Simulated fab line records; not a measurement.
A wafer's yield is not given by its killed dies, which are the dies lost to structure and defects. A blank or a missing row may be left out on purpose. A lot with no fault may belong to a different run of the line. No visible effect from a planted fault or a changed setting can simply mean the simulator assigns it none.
fab line records    flow sky130
record lots=10  wafers=30  last-day=50
route steps=708 shown VIA3@595 METAL4@599 CAP2M@603 PAD_OPEN@708
lots that met no fault: taken from a fault-free run of the same line
start-h: the number of hours between the record's first day and the start of the first shown wafer of the lot    wait-h: hours elapsed since this lot's preceding step    " as in the row above    L1.1+2: a single row standing in for several wafers    - either no value or no given start    * or withheld: withheld    < > ~ a bound
route shown NAME@n: NAME is a module with steps in the file, n the number in the route of the first one    usual: mean/standard deviation taken from wafers without a fault    same: alike in all rows    chamber/n: place in a boat    sites: readings site by site    _std_site: standard deviation of those values    _edge_site: inner sites' mean taken away from outer sites' mean    radius-mm: for every site, how far away it sits from the centre of the wafer    mask NAME#n: copy n    behind: the tool/chamber that last shaped the wafer    hold: reason for holding the lot/hours on hold/outcome of the hold    device: the n, p or np transistor that did not switch    end of line: the tests these same wafers got at the end of their route    where a step has no rows: the recipe by itself    killed: the dies lost at the first sort to structure and to defects; this is not the yield of the wafer    map: shows each die of a wafer: x if killed, . if not, _ if none is there
set.NAME: the setting that was run; set.NAME@STEP: the one run at that earlier step    model.NAME: the simulator's own value behind a step, which no gauge read
a sample of lots followed through the steps of the route, with each step as a table and each wafer as a row
services: from which hour (start-h, from the record's first day; less than 0 if before it) a tool's chamber was out of use, for how many hours, and why
## steps
# step SKY_VIA3_RS_MEAS_22
# recipe thk-meas-gauge=four-point-probe  reads=W_of_VIA3_CVD_21+TiN_of_VIA3_SPUTTER_20
# usual VIA3_W_RS=0.295/0.0035
lot.wafer  tool           chamber  start-h  wait-h  VIA3_W_RS[ohm/sq]
L935.1     film-metro-03  -        962.28   0.1     0.299
L935.4     "              -        "        "       0.299
L935.5     "              -        "        "       0.300
L939.2     film-metro-04  -        985.60   0.1     0.291
L939.3     "              -        "        "       0.291
L939.6     "              -        "        "       0.290
L941.1     film-metro-02  -        997.44   0.1     0.296
L941.2     "              -        "        "       0.300
L941.5     "              -        "        "       0.295
L942.1     film-metro-03  -        1006.14  0.1     0.296
L942.4     "              -        "        "       0.296
L942.5     "              -        "        "       0.300
L949.1     film-metro-03  -        1049.44  0.1     0.296
L949.4     "              -        "        "       0.291
L949.6     "              -        "        "       0.295
L951.1     film-metro-04  -        1056.55  0.2     0.298
L951.3     "              -        "        "       0.298
L951.4     "              -        "        "       0.298
L952.3     film-metro-02  -        1064.98  0.2     0.297
L952.5     "              -        "        "       0.297
L952.6     "              -        "        "       0.295
L953.1     film-metro-03  -        1067.59  0.1     0.294
L953.3     "              -        "        "       0.293
L953.6     "              -        "        "       0.302
L954.2     film-metro-03  -        1078.59  0.1     0.297
L954.3     "              -        "        "       0.299
L954.5     "              -        "        "       0.295
L955.1     film-metro-03  -        1080.78  0.1     0.295
L955.3     "              -        "        "       0.296
L955.5     "              -        "        "       0.294
# step SKY_METAL4_SPUTTER_01
# recipe material=TiN  target-thk-nm=20  power-w=6500  time-s=16.7  chamber-pressure-pa=0.4
# usual cathode-dc-power-W=6500.2/1.2  throttle-valve-pct=30.1/1
lot.wafer  tool            chamber  start-h  wait-h  cathode-dc-power-W  throttle-valve-pct
L935.1     pvd-sputter-03  -        962.78   0.0     6498.2              30.5
L935.4     "               -        "        "       6502.2              28.7
L935.5     "               -        "        "       6500.6              29.7
L939.2     pvd-sputter-01  -        986.09   0.0     6501.1              31.5
L939.3     "               -        "        "       6501.2              30.4
L939.6     "               -        "        "       6500.7              28.9
L941.1     pvd-sputter-01  -        997.95   0.0     6502.5              28.6
L941.2     "               -        "        "       6499.5              31.8
L941.5     "               -        "        "       6498.8              30.1
L942.1     pvd-sputter-01  -        1006.65  0.0     6498.3              28.7
L942.4     "               -        "        "       6501.0              28.8
L942.5     "               -        "        "       6500.1              30.1
L949.1     pvd-sputter-03  -        1049.94  0.0     6499.9              31.8
L949.4     "               -        "        "       6502.6              31.4
L949.6     "               -        "        "       6500.1              29.5
L951.1     pvd-sputter-01  -        1057.13  0.0     6499.0              31.6
L951.3     "               -        "        "       6498.7              30.2
L951.4     "               -        "        "       6501.7              28.7
L952.3     pvd-sputter-03  -        1065.44  0.0     6501.5              28.5
L952.5     "               -        "        "       6503.0              30.6
L952.6     "               -        "        "       6499.4              31.6
L953.1     pvd-sputter-03  -        1068.17  0.0     6500.4              30.2
L953.3     "               -        "        "       6501.4              29.8
L953.6     "               -        "        "       6501.1              29.7
L954.2     pvd-sputter-03  -        1079.07  0.0     6499.0              30.2
L954.3     "               -        "        "       6500.7              28.6
L954.5     "               -        "        "       6501.7              28.7
L955.1     pvd-sputter-01  -        1081.29  0.0     6501.9              31.8
L955.3     "               -        "        "       6497.9              30.6
L955.5     "               -        "        "       6499.8              31.7
# step SKY_CAP2M_CVD_00
# recipe material=SiO2  target-thk-nm=15.5  temp-c=400  time-s=withheld  rf-w=439.8
# usual heater-power-w=725/57
lot.wafer  tool      chamber  start-h  wait-h  heater-power-w
L935.1     pecvd-04  2        962.91   0.0     713
L935.4     "         0        "        "       820
L935.5     "         2        "        "       724
L939.2     pecvd-04  0        986.22   0.0     774
L939.3     "         2        "        "       628
L939.6     "         2        "        "       655
L941.1     pecvd-01  2        998.08   0.0     667
L941.2     "         0        "        "       664
L941.5     "         2        "        "       673
L942.1     pecvd-04  0        1006.78  0.0     725
L942.4     "         2        "        "       725
L942.5     "         0        "        "       702
L949.1     pecvd-03  2        1050.07  0.0     722
L949.4     "         2        "        "       711
L949.6     "         0        "        "       818
L951.1     pecvd-03  2        1057.27  0.0     721
L951.3     "         1        "        "       772
L951.4     "         2        "        "       743
L952.3     pecvd-03  1        1065.57  0.0     792
L952.5     "         2        "        "       737
L952.6     "         0        "        "       733
L953.1     pecvd-04  2        1068.30  0.0     725
L953.3     "         1        "        "       791
L953.6     "         2        "        "       710
L954.2     pecvd-01  2        1079.21  0.0     736
L954.3     "         0        "        "       756
L954.5     "         1        "        "       535
L955.1     pecvd-03  1        1081.42  0.0     657
L955.3     "         0        "        "       703
L955.5     "         0        "        "       684
# step SKY_CAP2M_SPUTTER_02
# recipe material=TiN  target-thk-nm=200  temp-c=300  power-w=6500  time-s=166.7  chamber-pressure-pa=0.4
# usual cathode-dc-power-W=6500.0/1.1  throttle-valve-pct=30.3/0.98
lot.wafer  tool            chamber  start-h  wait-h  cathode-dc-power-W  throttle-valve-pct
L935.1     pvd-sputter-04  -        962.99   0.1     6500.3              30.8
L935.4     "               -        "        "       6500.2              30.2
L935.5     "               -        "        "       6499.5              29.9
L939.2     pvd-sputter-04  -        986.30   0.0     7637.5              30.8
L939.3     "               -        "        "       6499.8              30.0
L939.6     "               -        "        "       6500.6              30.0
L941.1     pvd-sputter-04  -        998.17   0.1     7640.3              30.7
L941.2     "               -        "        "       6500.6              29.9
L941.5     "               -        "        "       7638.1              30.9
L942.1     pvd-sputter-03  -        1006.86  0.1     6501.0              31.7
L942.4     "               -        "        "       6498.9              29.6
L942.5     "               -        "        "       6500.2              31.8
L949.1     pvd-sputter-01  -        1050.15  0.1     6500.3              30.2
L949.4     "               -        "        "       6500.4              28.7
L949.6     "               -        "        "       6501.5              28.4
L951.1     pvd-sputter-03  -        1057.35  0.1     6498.8              29.7
L951.3     "               -        "        "       6497.0              30.6
L951.4     "               -        "        "       6500.0              30.5
L952.3     pvd-sputter-04  -        1065.65  0.0     6500.4              31.8
L952.5     "               -        "        "       6497.5              31.6
L952.6     "               -        "        "       6500.8              31.0
L953.1     pvd-sputter-04  -        1068.39  0.1     6498.7              30.0
L953.3     "               -        "        "       6500.9              31.0
L953.6     "               -        "        "       6500.5              31.7
L954.2     pvd-sputter-04  -        1079.29  0.0     6501.2              31.3
L954.3     "               -        "        "       6500.3              30.6
L954.5     "               -        "        "       6501.0              30.0
L955.1     pvd-sputter-04  -        1081.50  0.1     6498.9              29.8
L955.3     "               -        "        "       6498.5              30.2
L955.5     "               -        "        "       6501.3              30.1
# step SKY_CAP2M_RS_MEAS_03
# recipe thk-meas-gauge=four-point-probe  reads=TiN_of_CAP2M_SPUTTER_02
# usual CAP2M_TIN_RS=6.96/0.074
lot.wafer  tool           chamber  start-h  wait-h  CAP2M_TIN_RS[ohm/sq]
L935.1     film-metro-03  -        963.10   0.1     6.95
L935.4     "              -        "        "       6.97
L935.5     "              -        "        "       6.94
L939.2     film-metro-01  -        986.43   0.1     5.84
L939.3     "              -        "        "       6.89
L939.6     "              -        "        "       6.86
L941.1     film-metro-01  -        998.28   0.1     5.85
L941.2     "              -        "        "       6.86
L941.5     "              -        "        "       5.86
L942.1     film-metro-03  -        1006.97  0.1     7.01
L942.4     "              -        "        "       6.97
L942.5     "              -        "        "       6.95
L949.1     film-metro-04  -        1050.26  0.1     7.03
L949.4     "              -        "        "       6.87
L949.6     "              -        "        "       7.04
L951.1     film-metro-01  -        1057.46  0.1     7.00
L951.3     "              -        "        "       7.00
L951.4     "              -        "        "       7.00
L952.3     film-metro-04  -        1065.80  0.1     7.00
L952.5     "              -        "        "       6.93
L952.6     "              -        "        "       6.97
L953.1     film-metro-03  -        1068.49  0.1     7.07
L953.3     "              -        "        "       6.96
L953.6     "              -        "        "       7.00
L954.2     film-metro-04  -        1079.42  0.1     6.86
L954.3     "              -        "        "       6.89
L954.5     "              -        "        "       6.94
L955.1     film-metro-03  -        1081.61  0.1     6.98
L955.3     "              -        "        "       7.02
L955.5     "              -        "        "       7.05
# step SKY_CAP2M_THK_MEAS_04
# recipe thk-meas-gauge=xrf  reads=TiN_of_CAP2M_SPUTTER_02
# usual CAP2M_TIN_THK=199.8/2.3
lot.wafer  tool           chamber  start-h  wait-h  CAP2M_TIN_THK[nm]
L935.1     film-metro-03  -        963.22   0.1     200.2
L935.4     "              -        "        "       199.3
L935.5     "              -        "        "       200.9
L939.2     film-metro-01  -        986.54   0.1     236.1
L939.3     "              -        "        "       199.4
L939.6     "              -        "        "       201.1
L941.1     film-metro-01  -        998.40   0.1     235.4
L941.2     "              -        "        "       200.1
L941.5     "              -        "        "       235.3
L942.1     film-metro-03  -        1007.09  0.1     198.7
L942.4     "              -        "        "       199.3
L942.5     "              -        "        "       200.2
L949.1     film-metro-04  -        1050.38  0.1     198.8
L949.4     "              -        "        "       203.9
L949.6     "              -        "        "       197.6
L951.1     film-metro-01  -        1057.58  0.1     198.2
L951.3     "              -        "        "       197.2
L951.4     "              -        "        "       198.5
L952.3     film-metro-04  -        1065.90  0.1     200.6
L952.5     "              -        "        "       200.9
L952.6     "              -        "        "       199.4
L953.1     film-metro-03  -        1068.61  0.1     197.9
L953.3     "              -        "        "       199.9
L953.6     "              -        "        "       199.1
L954.2     film-metro-04  -        1079.53  0.1     203.1
L954.3     "              -        "        "       202.4
L954.5     "              -        "        "       200.7
L955.1     film-metro-03  -        1081.73  0.1     199.5
L955.3     "              -        "        "       198.5
L955.5     "              -        "        "       198.3
# step SKY_CAP2M_METAL_ETCH_13
# recipe target-depth-nm=220  stop-on=SiO2  chemistry=Cl2/BCl3  target=TiN  pressure-mtorr=10  icp-w=900  bias-w=48.5  Cl2_flow_sccm=60  bcl3-flow-sccm=30  time-s=62.9
# usual chamber-pressure-mTorr=10.000/0.009  drypump-motor-current-A=5.5/0.44  he-backside-leak-sccm=3.41/0.21  oes-product-au=0.937/0.007  throttle-valve-pct=21.905/0.0094
lot.wafer  tool          chamber  start-h  wait-h  chamber-pressure-mTorr  drypump-motor-current-A  he-backside-leak-sccm  oes-product-au  rf-hours-counter-h  throttle-valve-pct
L935.1     rie-metal-04  1        987.28   0.0     10.005                  5.6                      3.14                   0.936           11                  21.921
L935.4     "             1        "        "       9.979                   5.6                      3.26                   0.930           -                   21.904
L935.5     "             1        "        "       9.999                   5.6                      3.13                   0.940           -                   21.896
L939.2     rie-metal-04  0        1009.92  0.0     9.988                   6.3                      3.46                   0.987           18                  21.882
L939.3     "             1        "        "       10.014                  5.6                      3.31                   0.943           -                   21.896
L939.6     "             1        "        "       10.004                  5.6                      3.12                   0.945           -                   21.900
L941.1     rie-metal-04  0        1021.67  0.0     9.994                   6.3                      3.83                   0.995           18                  21.861
L941.2     "             1        "        "       10.018                  5.5                      3.37                   0.952           13                  21.916
L941.5     "             0        "        "       9.994                   6.3                      3.66                   0.990           -                   21.874
L942.1     rie-metal-03  1        1030.57  0.0     10.015                  5.2                      3.47                   0.939           7                   21.894
L942.4     "             0        "        "       10.002                  5.1                      3.29                   0.927           -                   21.901
L942.5     "             0        "        "       9.997                   5.1                      3.25                   0.942           -                   21.915
L949.1     rie-metal-01  0        1072.32  0.0     10.012                  5.9                      3.20                   0.927           11                  21.909
L949.4     "             0        "        "       10.007                  5.9                      3.26                   0.943           -                   21.905
L949.6     "             0        "        "       10.004                  5.9                      3.20                   0.932           -                   21.912
L951.1     rie-metal-04  0        1078.89  0.0     10.006                  6.3                      3.79                   0.931           23                  21.906
L951.3     "             1        "        "       10.013                  5.6                      3.61                   0.934           -                   21.910
L951.4     "             0        "        "       9.998                   6.3                      3.33                   0.924           -                   21.896
L952.3     rie-metal-03  0        1087.26  0.0     10.008                  5.2                      3.15                   0.944           -                   21.913
L952.5     "             0        "        "       9.986                   5.2                      3.30                   0.932           -                   21.898
L952.6     "             1        "        "       10.000                  5.1                      3.23                   0.939           -                   21.900
L953.1     rie-metal-04  1        1089.44  0.0     10.017                  5.5                      3.23                   0.923           18                  21.915
L953.3     "             1        "        "       9.996                   5.6                      3.41                   0.937           -                   21.895
L953.6     "             0        "        "       9.988                   6.3                      3.52                   0.929           -                   21.897
L954.2     rie-metal-04  0        1100.79  0.0     10.008                  6.3                      3.42                   0.945           24                  21.899
L954.3     "             0        "        "       10.003                  6.3                      3.53                   0.947           -                   21.917
L954.5     "             0        "        "       10.009                  6.3                      3.39                   0.934           -                   21.908
L955.1     rie-metal-01  1        1102.33  0.0     9.989                   5.3                      3.57                   0.930           1                   21.917
L955.3     "             1        "        "       9.995                   5.3                      3.62                   0.937           -                   21.920
L955.5     "             0        "        "       9.999                   5.9                      3.62                   0.929           -                   21.924
# step SKY_PAD_OPEN_PROBE_99
# usual defect-limited-yield=82.5/2.2  killed_at_M0_to_M3=43/7.5  killed_at_M4_up=3.2/1.9  killed-at-contacts=24/5.6  killed-at-front-end=15/4.8  killed-at-other=0.2/0.54  killed-dies=86/11  killed-on-rim=17/3.6  killed-open=47/7.6  killed-short=39/7.1  sort_bin_3_pad_short=0.8/0.36  sort_bin_5_function=10.4/1.6  sort_bin_6_memory=6.3/1.3  sort-n-pass=406/11  sort-yield-pct=82.5/2.2
# same gross-dies=492  killed-at-back-side=0  sort_bin_4_leakage[%]=0  sort_bin_8_speed[%]=0
lot.wafer  tool       chamber  start-h  wait-h  defect-limited-yield[%]  killed_at_M0_to_M3  killed_at_M4_up  killed-at-contacts  killed-at-front-end  killed-at-other  killed-dies  killed-on-rim  killed-open  killed-short  sort_bin_3_pad_short[%]  sort_bin_5_function[%]  sort_bin_6_memory[%]  sort-n-pass  sort-yield-pct[%]
L939.2     prober-02  -        1127.85  0.1     0                        35                  3                26                  10                   418              492          96             40           34            85.4                     7.9                     6.7                   0            0
L939.3     prober-02  -        1127.90  0.2     80.9                     48                  3                27                  16                   0                94           12             43           51            0.6                      11.0                    7.5                   398          80.9
L939.6     prober-02  -        1128.05  0.2     82.7                     41                  3                24                  17                   0                85           19             46           39            0.2                      12.6                    4.5                   407          82.7
L941.1     prober-02  -        1137.71  0.1     0                        45                  6                20                  14                   407              492          96             51           34            83.3                     9.6                     7.1                   0            0
L941.2     prober-02  -        1137.76  0.1     81.5                     50                  0                25                  16                   0                91           16             46           45            1.4                      9.1                     7.9                   401          81.5
L941.5     prober-02  -        1137.91  0.2     0                        45                  4                27                  19                   397              492          96             54           41            81.9                     11.0                    7.1                   0            0
L953.1     prober-02  -        1193.11  0.1     81.9                     41                  3                26                  18                   1                89           19             48           41            0.8                      11.0                    6.3                   403          81.9
L953.3     prober-02  -        1193.21  0.2     80.5                     40                  2                37                  17                   0                96           17             51           45            1.0                      13.0                    5.5                   396          80.5
L953.6     prober-02  -        1193.36  0.2     85.2                     29                  2                21                  21                   0                73           14             35           38            1.0                      9.1                     4.7                   419          85.2
L954.2     prober-01  -        1201.20  0.1     85.4                     40                  2                17                  13                   0                72           15             33           39            1.0                      8.3                     5.3                   420          85.4
L954.3     prober-01  -        1201.25  0.2     87.4                     36                  2                11                  13                   0                62           11             31           31            0.8                      8.5                     3.3                   430          87.4
L954.5     prober-01  -        1201.35  0.2     85.4                     37                  2                13                  20                   0                72           13             41           31            0.8                      9.3                     4.5                   420          85.4
# killed by level:class
L939.2 CAP2M:area-etch=418 VIA1:geometric-particle:open=9 CONTACT:geometric-particle:open=8 LI_CONTACT:geometric-particle:open=7 CONTACT:geometric-particle:short=6 VIA2:geometric-particle:short=5 VIA3:geometric-particle:open=4 VIA2:geometric-particle:open=4
L939.3 CONTACT:geometric-particle:open=10 VIA1:geometric-particle:short=9 LI_CONTACT:geometric-particle:open=9 VIA3:geometric-particle:open=9 METAL2:geometric-particle:short=7 FIELD_ISO:geometric-particle:short=6 VIA1:geometric-particle:open=6 CONTACT:geometric-particle:short=5
L939.6 VIA1:geometric-particle:open=9 VIA2:geometric-particle:open=8 LI_CONTACT:geometric-particle:open=6 CONTACT:geometric-particle:short=6 FIELD_ISO:geometric-particle:short=5 VIA1:geometric-particle:short=5 POLY_GATE:geometric-particle:open=5 VIA2:geometric-particle:short=5
L941.1 CAP2M:area-etch=407 VIA1:geometric-particle:open=12 CONTACT:geometric-particle:open=10 VIA3:geometric-particle:open=8 LI_CONTACT:geometric-particle:open=6 VIA1:geometric-particle:short=5 VIA2:geometric-particle:short=5 POLY_GATE:geometric-particle:short=4
L941.2 VIA1:geometric-particle:open=12 CONTACT:geometric-particle:open=9 VIA3:geometric-particle:open=7 CONTACT:geometric-particle:short=6 METAL3:geometric-particle:short=6 FIELD_ISO:geometric-particle:short=5 METAL1:geometric-particle:short=5 VIA1:geometric-particle:short=5
L941.5 CAP2M:area-etch=397 VIA1:geometric-particle:open=15 LI_CONTACT:geometric-particle:open=9 POLY_GATE:geometric-particle:open=6 LOCAL_INTERCONNECT:geometric-particle:short=6 CONTACT:geometric-particle:open=6 METAL1:geometric-particle:short=5 VIA3:geometric-particle:open=5
L953.1 CONTACT:geometric-particle:open=14 FIELD_ISO:geometric-particle:open=7 METAL3:geometric-particle:short=7 VIA1:geometric-particle:open=7 METAL1:geometric-particle:short=6 VIA2:geometric-particle:open=6 POLY_GATE:geometric-particle:short=4 LI_CONTACT:geometric-particle:open=4
L953.3 CONTACT:geometric-particle:open=14 VIA1:geometric-particle:open=11 LOCAL_INTERCONNECT:geometric-particle:short=7 CONTACT:geometric-particle:short=7 LI_CONTACT:geometric-particle:open=6 POLY_GATE:geometric-particle:short=5 METAL1:geometric-particle:short=5 FIELD_ISO:geometric-particle:open=4
L953.6 CONTACT:geometric-particle:open=6 VIA1:geometric-particle:open=6 FIELD_ISO:geometric-particle:short=5 POLY_GATE:geometric-particle:open=5 LI_CONTACT:geometric-particle:open=5 VIA1:geometric-particle:short=5 SPACER:geometric-particle:short=4 LI_CONTACT:geometric-particle:short=4
L954.2 VIA1:geometric-particle:open=12 METAL1:geometric-particle:short=7 CONTACT:geometric-particle:open=6 FIELD_ISO:geometric-particle:short=5 POLY_GATE:geometric-particle:open=4 LOCAL_INTERCONNECT:geometric-particle:short=4 CONTACT:geometric-particle:short=4 VIA2:geometric-particle:short=4
L954.3 VIA2:geometric-particle:open=8 FIELD_ISO:geometric-particle:short=5 VIA1:geometric-particle:open=5 METAL2:geometric-particle:short=5 FIELD_ISO:geometric-particle:open=4 VIA1:geometric-particle:short=4 VIA3:geometric-particle:open=4 POLY_GATE:geometric-particle:short=3
L954.5 FIELD_ISO:geometric-particle:open=8 VIA1:geometric-particle:open=7 VIA3:geometric-particle:open=7 LI_CONTACT:geometric-particle:open=5 METAL2:geometric-particle:short=5 VIA2:geometric-particle:open=5 CONTACT:geometric-particle:short=4 VIA2:geometric-particle:short=4
## services
tool            chamber  start-h  hours  kind
pvd-sputter-03  -        950.54   4.1    repair
rie-metal-01    1        964.54   10.8   repair
pecvd-01        1        988.01   6.0    repair
pecvd-03        -        992.13   6.0    pm
pvd-sputter-04  1        996.93   -      consumable-replace:kit
pvd-sputter-04  1        996.93   18.0   scheduled-down
pvd-sputter-04  1        996.93   18.0   vent-cycle
pecvd-01        1        997.50   16.6   repair
pvd-sputter-01  -        1018.39  15.8   repair
pvd-sputter-04  -        1034.53  5.1    repair
pvd-sputter-03  3        1040.94  -      consumable-replace:kit
pvd-sputter-03  3        1040.94  18.0   scheduled-down
pvd-sputter-03  3        1040.94  18.0   vent-cycle
rie-metal-01    -        1051.29  3.2    repair
pvd-sputter-04  -        1053.54  5.3    repair
pvd-sputter-01  3        1053.85  -      consumable-replace:kit
pvd-sputter-01  3        1053.85  18.0   scheduled-down
pvd-sputter-01  3        1053.85  18.0   vent-cycle
pecvd-04        -        1061.01  1.1    repair
rie-metal-03    1        1070.80  5.4    repair
rie-metal-01    -        1073.97  2.8    pm
pvd-sputter-04  -        1077.61  0.8    repair
pecvd-01        1        1084.35  7.8    repair
pecvd-03        -        1101.55  0.4    repair
## key
first-sign step=SKY_CAP2M_SPUTTER_02  reading=cathode-dc-power-W  direction=up  sigmas=99+  usual=6500.0  struck=7638.7
effect step=SKY_CAP2M_RS_MEAS_03  reading=CAP2M_TIN_RS  direction=down  sigmas=15  usual=6.96  struck=5.85
effect step=SKY_CAP2M_THK_MEAS_04  reading=CAP2M_TIN_THK  direction=up  sigmas=16  usual=199.8  struck=235.6
effect step=SKY_CAP2M_METAL_ETCH_13  reading=oes-product-au  direction=up  sigmas=7.7  usual=0.937  struck=0.991
effect step=SKY_PAD_OPEN_PROBE_99  reading=killed-at-other  direction=up  sigmas=99+  usual=0.2  struck=407.3
more-kills-born-at SKY_CAP2M_METAL_ETCH_13@rie-metal-04=1222
met-at SKY_CAP2M_SPUTTER_02
struck-lots L939,L941
struck-wafers L939.2,L941.1,L941.5
later-rows-left-out L939.2,L941.1,L941.5
not-acting-at SKY_VIA3_RS_MEAS_22,SKY_METAL4_SPUTTER_01,SKY_CAP2M_CVD_00
onset-between 962.99 986.30
fault kind=process-parameter-drift  tool=pvd-sputter-04  chamber=-  onset-h=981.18  steps=SKY_CAP2M_SPUTTER_02  channel=power-w  offset=*  shape=step  end-h=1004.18  acts-in=*  stated=*  scope=struck-wafers-only
# later-rows-left-out: the simulator's readings of these wafers behind a module that went badly wrong aren't trusted and aren't shown, but for the sort
